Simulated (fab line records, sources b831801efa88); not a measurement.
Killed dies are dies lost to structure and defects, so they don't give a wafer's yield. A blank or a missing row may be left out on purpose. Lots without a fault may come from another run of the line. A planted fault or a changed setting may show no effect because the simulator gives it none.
fab line records | flow gf180mcu
record lots=15 wafers=45 last_day=34
route steps=602 shown DNWELL@40 MVPSD@83 VT_IMPLANT@97
lots that met no fault: from a run of the same line without faults
start_h: hours from the record's first day to the start of the lot's first wafer shown | wait_h: hours since the lot's step before | " the same as in the row above | L1.1+2: a row that stands for several wafers | - no value, or no start given | * or withheld: withheld | < > ~ a bound
route shown NAME@n: a module of which the file shows steps, and the number in the route of the first | usual: mean/standard deviation of fault-free wafers | same: alike in all rows | chamber/n: place in a boat | sites: the reading at each site | _std_site: their standard deviation | _edge_site: outer sites' mean less inner sites' | radius_mm: how far each site lies from the wafer's centre | mask NAME#n: copy n | behind: the tool/chamber that last shaped the wafer | hold: why the lot was held/for how many hours/how that ended | device: the transistor (n, p or np) that didn't switch | end of line: the same wafers' tests at the end of the route | a step without rows: its recipe alone | killed: dies lost to structure and defects at the first sort, not the wafer's yield | map: a wafer's dies, x killed, . not, _ none there
set.NAME: the setting as run; set.NAME@STEP: as run at that earlier step | model.NAME: the simulator's own value behind a step, which no gauge read
steps of the route over a sample of lots; a table a step, a row a wafer
services: from which hour (start_h, from the record's first day; less than 0 if before it) a tool's chamber was out of use, for how many hours, and why
## steps
# step GF_DNWELL_STRIP_08
# recipe chemistry=O2/N2 power_w=1400 pressure_mtorr=1500 platen_temp_c=250 o2_flow_sccm=3000 n2_flow_sccm=300 overash_fraction=0.5
# usual drypump_motor_current_A=5.93/0.27 heater_power_w=329/48 oes_product_au=0.723/0.0044 platen_temp_c=249.99/0.2 strip_time_to_endpoint_s=36.98/0.089
# same overash_fraction=0.5
# columns lot.wafer tool chamber start_h wait_h drypump_motor_current_A heater_power_w oes_product_au platen_temp_c rf_hours_counter_h strip_time_to_endpoint_s
L417.2 plasma_asher-02 0 57.88 0.1 6.10 343 0.722 249.94 39 37.02
L417.3 " 0 " " 6.07 336 0.718 250.10 - 37.10
L417.5 " 1 " " 5.29 364 0.717 249.55 - 37.11
L419.1 plasma_asher-02 1 69.37 0.1 5.29 352 0.727 250.04 41 37.01
L419.2 " 0 " " 6.10 344 0.726 250.17 41 37.03
L419.4 " 1 " " 5.33 354 0.724 250.16 - 37.13
L420.1 plasma_asher-01 1 73.45 0.1 6.10 269 0.718 250.45 43 36.87
L420.2 " 0 " " 6.12 327 0.726 250.10 43 36.90
L420.6 " 1 " " 6.09 280 0.726 250.43 - 36.94
L421.1 plasma_asher-01 0 79.07 0.1 6.10 338 0.723 249.96 44 37.03
L421.2 " 1 " " 6.12 277 0.727 249.66 44 36.97
L421.4 " 0 " " 6.12 341 0.717 250.09 - 36.90
L422.1 plasma_asher-04 1 84.82 0.1 5.96 285 0.730 250.10 43 36.88
L422.2 " 0 " " 5.78 409 0.718 249.85 43 37.00
L422.5 " 1 " " 5.94 281 0.719 249.92 - 36.96
L423.1 plasma_asher-01 1 90.97 0.1 6.10 273 0.727 249.94 45 37.07
L423.5 " 0 " " 6.10 339 0.728 250.08 - 36.97
L423.6 " 1 " " 6.07 272 0.724 249.62 - 36.99
L424.2 plasma_asher-02 1 94.15 0.1 5.27 348 0.723 250.07 43 36.89
L424.4 " 1 " " 5.30 359 0.733 249.81 - 36.93
L424.6 " 0 " " 6.14 346 0.719 249.82 - 37.06
L425.2 plasma_asher-04 1 101.78 0.1 5.93 283 0.719 249.77 44 37.00
L425.4 " 0 " " 5.80 419 0.714 249.87 - 36.89
L425.5 " 1 " " 5.91 282 0.717 249.96 - 36.91
L426.2 plasma_asher-02 0 105.77 0.1 6.08 338 0.716 250.30 44 37.04
L426.5 " 0 " " 6.12 334 0.724 249.94 - 37.08
L426.6 " 1 " " 5.28 353 0.722 249.87 - 37.01
L427.2 plasma_asher-01 1 110.40 0.1 6.10 274 0.721 249.89 47 36.94
L427.4 " 1 " " 6.09 277 0.722 249.78 - 36.89
L427.5 " 0 " " 6.10 340 0.721 249.98 - 36.91
L428.1 plasma_asher-01 0 117.02 0.1 6.11 331 0.722 250.20 48 36.88
L428.3 " 0 " " 6.11 340 0.713 250.23 - 36.69
L428.5 " 0 " " 6.12 338 0.722 249.90 - 36.81
L434.1 plasma_asher-04 0 149.08 0.1 5.79 414 0.733 249.84 48 36.94
L434.3 " 1 " " 5.92 285 0.722 250.17 - 37.02
L434.6 " 1 " " 5.91 287 0.725 250.03 - 36.94
L435.1 plasma_asher-04 1 154.10 0.1 5.93 284 0.723 249.93 48 37.05
L435.3 " 1 " " 5.93 297 0.725 249.87 - 37.12
L435.6 " 1 " " 5.93 280 0.729 249.95 - 37.13
L436.1 plasma_asher-01 1 159.27 0.1 6.10 271 0.730 250.17 53 36.93
L436.3 " 0 " " 6.12 332 0.728 249.97 - 37.04
L436.6 " 0 " " 6.10 341 0.725 249.55 - 36.87
L437.1 plasma_asher-02 0 163.82 0.1 6.07 326 0.720 250.55 5 36.98
L437.4 " 0 " " 6.13 336 0.721 250.15 - 37.00
L437.6 " 0 " " 6.12 327 0.721 250.20 - 36.91
# step GF_MVPSD_PEB_05
# recipe temp_c=115 time_s=withheld
# usual chill_plate_temp_C=23.01/0.1 exhaust_pa=44.8/0.91
# columns lot.wafer tool chamber start_h wait_h chill_plate_temp_C exhaust_pa
L417.2 litho_track-03 0 113 - 22.85 43.5
L417.3 " 0 " " 23.06 44.9
L417.5 " 0 " " 22.95 44.7
L419.1 litho_track-03 0 125 - 22.97 44.7
L419.2 " 0 " " 23.12 44.5
L419.4 " 0 " " 22.94 45.6
L420.1 litho_track-04 0 129 - 23.07 45.6
L420.2 " 0 " " 23.16 44.5
L420.6 " 0 " " 22.93 44.9
L421.1 litho_track-02 0 136 - 22.77 46.2
L421.2 " 0 " " 22.91 44.4
L421.4 " 0 " " 23.15 44.9
L422.1 litho_track-03 0 141 - 22.96 43.9
L422.2 " 0 " " 23.06 44.8
L422.5 " 0 " " 22.94 44.5
L423.1 litho_track-04 0 148 - 22.91 46.5
L423.5 " 0 149 - 22.93 43.5
L423.6 " 0 " " 22.85 44.8
L424.2 litho_track-02 0 153 - 23.11 44.3
L424.4 " 0 154 - 22.99 44.5
L424.6 " 0 " " 23.08 44.4
L425.2 litho_track-03 0 161 - 23.06 45.4
L425.4 " 0 " " 23.07 45.1
L425.5 " 0 " " 23.00 44.8
L426.2 litho_track-02 0 166 - 22.98 45.2
L426.5 " 0 " " 23.00 44.1
L426.6 " 0 " " 22.98 44.1
L427.2 litho_track-02 0 170 - 23.20 44.5
L427.4 " 0 171 - 23.05 44.1
L427.5 " 0 " " 23.05 44.5
L428.1 litho_track-02 0 180 - 23.08 43.3
L428.3 " 0 " " 23.14 44.8
L428.5 " 0 " " 23.05 44.2
L434.1 litho_track-03 - 215 - - -
L434.3 " - " " - -
L434.6 " - " " - -
L435.1 litho_track-03 - 220 - - -
L435.3 " - " " - -
L435.6 " - " " - -
L436.1 litho_track-02 - 227 - - -
L436.3 " - " " - -
L436.6 " - " " - -
L437.1 litho_track-02 0 232 - 23.15 47.4
L437.4 " 0 " " 23.18 46.2
L437.6 " 0 233 - 23.01 46.8
# step GF_VT_IMPLANT_OVL_MEAS_07
# usual VT_IMPLANT_OVL=0.0/1.6
# columns lot.wafer tool chamber start_h wait_h VT_IMPLANT_OVL[nm]
L417.2 overlay-01 - 128.18 0.1 -1.7
L417.3 " - " " -2.1
L417.5 " - " " -0.9
L419.1 overlay-01 - 140.52 0.1 0.1
L419.2 " - " " -0.5
L419.4 " - " " -1.2
L420.1 overlay-01 - 145.77 0.1 -1.7
L420.2 " - " " 0.5
L420.6 " - " " 0.1
L421.1 overlay-02 - 152.32 0.1 1.2
L421.2 " - " " 1.2
L421.4 " - " " 1.1
L422.1 overlay-01 - 157.82 0.1 0.8
L422.2 " - " " -1.1
L422.5 " - " " -0.1
L423.1 overlay-01 - 165.58 0.1 -0.1
L423.5 " - " " 0.3
L423.6 " - " " 0.8
L424.2 overlay-02 - 170.78 0.1 0.0
L424.4 " - " " -0.6
L424.6 " - " " 0.1
L425.2 overlay-01 - 178.93 0.1 -1.9
L425.4 " - " " -1.1
L425.5 " - " " -3.1
L426.2 overlay-01 - 183.41 0.1 3.4
L426.5 " - " " 3.6
L426.6 " - " " 2.3
L427.2 overlay-01 - 188.53 0.1 1.7
L427.4 " - " " 3.2
L427.5 " - " " 3.6
L428.1 overlay-02 - 197.57 0.1 -0.6
L428.3 " - " " 1.8
L428.5 " - " " 0.0
L434.1 overlay-01 - 234.53 0.1 -0.7
L434.3 " - " " 0.0
L434.6 " - " " -2.1
L435.1 overlay-01 - 238.77 0.1 -0.1
L435.3 " - " " -1.1
L435.6 " - " " 1.6
L436.1 overlay-02 - 245.95 0.1 0.8
L436.3 " - " " -1.3
L436.6 " - " " 1.8
L437.1 overlay-01 - 252.00 0.1 1.7
L437.4 " - " " 1.0
L437.6 " - " " 0.4
# step GF_VT_IMPLANT_OVL_MEAS_29
# usual VT_IMPLANT_02_OVL=0.2/1.3
# columns lot.wafer tool chamber start_h wait_h VT_IMPLANT_02_OVL[nm]
L417.2 overlay-02 - 157.98 0.1 0.8
L417.3 " - " " 1.3
L417.5 " - " " -0.2
L419.1 overlay-01 - 172.76 0.1 -0.7
L419.2 " - " " -0.3
L419.4 " - " " 0.2
L420.1 overlay-02 - 177.68 0.1 -0.2
L420.2 " - " " 0.2
L420.6 " - " " -1.3
L421.1 overlay-02 - 184.28 0.1 1.7
L421.2 " - " " 1.9
L421.4 " - " " 2.8
L422.1 overlay-01 - 190.77 0.1 0.8
L422.2 " - " " -2.3
L422.5 " - " " 2.4
L423.1 overlay-01 - 199.66 0.1 -1.9
L423.5 " - " " 0.0
L423.6 " - " " -0.8
L424.2 overlay-01 - 204.16 0.1 0.1
L424.4 " - " " 0.6
L424.6 " - " " -1.4
L425.2 overlay-02 - 211.41 0.1 1.8
L425.4 " - " " 1.2
L425.5 " - " " 0.8
L426.2 overlay-01 - 217.91 0.1 -2.2
L426.5 " - " " 0.2
L426.6 " - " " 0.7
L427.2 overlay-01 - 222.26 0.1 -0.2
L427.4 " - " " -0.1
L427.5 " - " " -1.9
L428.1 overlay-01 - 233.32 0.1 0.2
L428.3 " - " " -0.2
L428.5 " - " " 2.5
L434.1 overlay-02 - 272.32 0.1 0.1
L434.3 " - " " -0.8
L434.6 " - " " 1.5
L435.1 overlay-01 - 276.63 0.1 1.2
L435.3 " - " " 0.5
L435.6 " - " " 0.4
L436.1 overlay-01 - 284.58 0.1 2.3
L436.3 " - " " 2.5
L436.6 " - " " 0.7
L437.1 overlay-02 - 290.22 0.2 0.8
L437.4 " - " " 0.5
L437.6 " - " " 1.4
## services
# columns tool chamber start_h hours kind
plasma_asher-01 - 51.25 0.5 repair
plasma_asher-04 - 56.73 15.6 pm
plasma_asher-02 - 73.15 1.3 repair
plasma_asher-04 - 93.43 3.9 repair
plasma_asher-01 - 101.00 1.8 repair
plasma_asher-02 - 108.75 9.0 pm
plasma_asher-02 0 108.75 9.0 vent_cycle
plasma_asher-02 1 108.75 9.0 vent_cycle
plasma_asher-04 - 109.79 14.6 pm
plasma_asher-02 0 117.75 - clean
plasma_asher-02 1 117.75 - clean
litho_track-02 - 166.64 - consumable_replace:filter
plasma_asher-02 - 171.07 15.6 pm
plasma_asher-04 - 201.37 0.8 repair
plasma_asher-02 - 207.95 2.8 pm
plasma_asher-02 - 222.97 3.9 repair
## key
first_sign step=GF_MVPSD_PEB_05 reading=tool_record direction=missing
effect none on later readings
met_at GF_MVPSD_PEB_05
struck_lots L434,L435,L436
sort_left_out L434.1,L434.3,L434.6,L435.1,L435.3,L435.6,L436.1,L436.3,L436.6
tester_left_out L434,L435,L436
not_acting_at GF_DNWELL_STRIP_08,GF_VT_IMPLANT_OVL_MEAS_07,GF_VT_IMPLANT_OVL_MEAS_29
onset_between 180 215
fault kind=skipped_step_whole tool=litho_track-02,litho_track-03 chamber=- onset_h=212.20 steps=GF_MVPSD_PEB_05 scope=struck_lots_only
# tester_left_out: of these lots the tester's yield and bins aren't shown, on N5 and GAA mostly nor the transistor test; their killed dies are dies lost to structure and defects alone, not to doping, threshold or leakage, so they don't give the yield
# sort_left_out: the simulated sort isn't trusted on such a fault, so these wafers' sort isn't shown, and their yield isn't known
